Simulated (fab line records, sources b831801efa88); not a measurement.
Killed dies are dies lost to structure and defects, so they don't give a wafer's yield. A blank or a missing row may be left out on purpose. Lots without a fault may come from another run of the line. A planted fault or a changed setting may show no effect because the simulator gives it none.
Which tool did it? | flow sky130 | 14 lots, 42 wafers sampled, at 3 steps of a route of 708

WHAT THE GAUGES READ, wafer by wafer
SKY_METAL1_OVL_MEAS_16. Usual: METAL1_OVL 0 nm, standard deviation 5.1.
lot  | measured     | on         | METAL1_OVL (nm) | flag
L669 | day 34 18:46 | overlay-01 | 0 -10 -5        |
L670 | day 34 19:08 | overlay-01 | -1 -2 -9        |
L671 | day 35 04:00 | overlay-02 | -3 3 11         |
L680 | day 38 09:13 | overlay-01 | 6 -4 4          |
L681 | day 38 15:35 | overlay-01 | -3 3 3          |
L683 | day 39 13:40 | overlay-01 | -2 -5 0         |
L684 | day 39 14:02 | overlay-02 | 3 -11 -2        |
L686 | day 39 21:04 | overlay-02 | -4 0 6          |
L685 | day 39 23:34 | overlay-01 | -7 -5 -4        |
L687 | day 40 09:13 | overlay-01 | 10 6 8          |
L688 | day 40 09:34 | overlay-02 | -3 -1 -8        |
L689 | day 40 16:07 | overlay-01 | -6 2 4          |
L690 | day 40 18:31 | overlay-01 | -3 3 4          |
L691 | day 41 00:10 | overlay-01 | 0 -10 -9        |

SKY_VIA1_CD_MEAS_12: target cd 150 nm. Usual: cd_nm 150.4 nm, standard deviation 1.6.
lot  | measured     | on        | cd_nm (nm)        | flag
L669 | day 35 23:52 | cd_sem-01 | 148.9 148.9 151.3 |
L670 | day 35 22:57 | cd_sem-01 | 148.4 151.0 149.3 |
L671 | day 36 07:42 | cd_sem-01 | 151.6 152.6 152.7 |
L680 | day 39 12:04 | cd_sem-01 | 150.1 150.3 150.8 |
L681 | day 39 18:19 | cd_sem-01 | 147.0 146.5 146.6 |
L683 | day 40 16:20 | cd_sem-01 | 149.4 149.7 149.6 |
L684 | day 40 16:29 | cd_sem-01 | 149.6 148.9 149.4 |
L686 | day 40 22:33 | cd_sem-01 | 151.6 149.9 151.5 |
L685 | day 41 01:45 | cd_sem-01 | 153.1 152.8 153.3 |
L687 | day 41 11:25 | cd_sem-01 | 151.4 150.9 150.3 |
L688 | day 41 11:53 | cd_sem-01 | 152.6 152.1 154.2 |
L689 | day 41 18:07 | cd_sem-01 | 151.6 151.4 150.7 |
L690 | day 41 20:06 | cd_sem-01 | 149.1 150.2 150.3 |
L691 | day 42 01:31 | cd_sem-01 | 150.9 149.2 149.2 |

WHICH TOOL RAN EACH LOT (tool, then ch and the chambers of the sampled wafers, then the start)
lot  | SKY_VIA1_CMP_02
L669 | cmp-02 ch 1,2, day 34 20:25
L670 | cmp-01 ch 2,3, day 34 20:07
L671 | cmp-01 ch 0,1, day 35 04:59
L680 | cmp-02 ch 0,3, day 38 10:18
L681 | cmp-01 ch 0,3, day 38 16:37
L683 | cmp-02 ch 0,1,3, day 39 14:54
L684 | cmp-01 ch 2,3, day 39 15:04
L686 | cmp-02 ch 1,2, day 39 22:02
L685 | cmp-02 ch 0,1,2, day 40 00:36
L687 | cmp-01 ch 0,2,3, day 40 10:13
L688 | cmp-02 ch 0,1,2, day 40 10:40
L689 | cmp-01 ch 0,1,2, day 40 17:14
L690 | cmp-01 ch 1,2,3, day 40 19:31
L691 | cmp-01 ch 0,1,3, day 41 01:09
- SKY_VIA1_CMP_02: polishes SiO2.

WHAT THE TOOLS THEMSELVES READ (means of the sampled wafers that have a number; where no wafer has one, the mark that the record gives instead)
SKY_VIA1_CMP_02. Usual: motor_current_A 12.1 A, standard deviation 1.2; retaining_ring_pressure_frac 1.001, standard deviation 0.0047.
lot  | tool   | motor_current_A (A) | retaining_ring_pressure_frac | flag
L669 | cmp-02 | 13.5                | 1.002                        |
L670 | cmp-01 | 11.4                | 1.007                        |
L671 | cmp-01 | 11.7                | 1.003                        |
L680 | cmp-02 | 12.7                | 1.005                        |
L681 | cmp-01 | 11.3                | 1.003                        |
L683 | cmp-02 | 13.0                | 1.001                        |
L684 | cmp-01 | 10.6                | 1.001                        |
L686 | cmp-02 | 12.8                | 0.997                        |
L685 | cmp-02 | 12.5                | 1.000                        |
L687 | cmp-01 | 11.4                | 1.002                        |
L688 | cmp-02 | 12.4                | 0.999                        |
L689 | cmp-01 | 11.8                | 0.997                        |
L690 | cmp-01 | 11.6                | 0.997                        |
L691 | cmp-01 | 11.3                | 1.001                        |

THE ANSWER, worked out from the rows above alone
Rule: a lot is off if the mean of its wafers that have a number lies more than 3 standard deviations from the usual mean. A lot without any number at a reading at which 4 lots or more have one is off too. The other lots that the step has rows for count as sound. The gauges are gone through in route order, then the tools' own readings, and for those a lot's mean is taken as printed above. The first step at which some lot is off is used, and at that step the reading that is off furthest; a lot without a number counts as furthest.
No lot is off at any reading shown: from this, nothing can be told.

WHAT THE SIMULATOR HAD PUT IN
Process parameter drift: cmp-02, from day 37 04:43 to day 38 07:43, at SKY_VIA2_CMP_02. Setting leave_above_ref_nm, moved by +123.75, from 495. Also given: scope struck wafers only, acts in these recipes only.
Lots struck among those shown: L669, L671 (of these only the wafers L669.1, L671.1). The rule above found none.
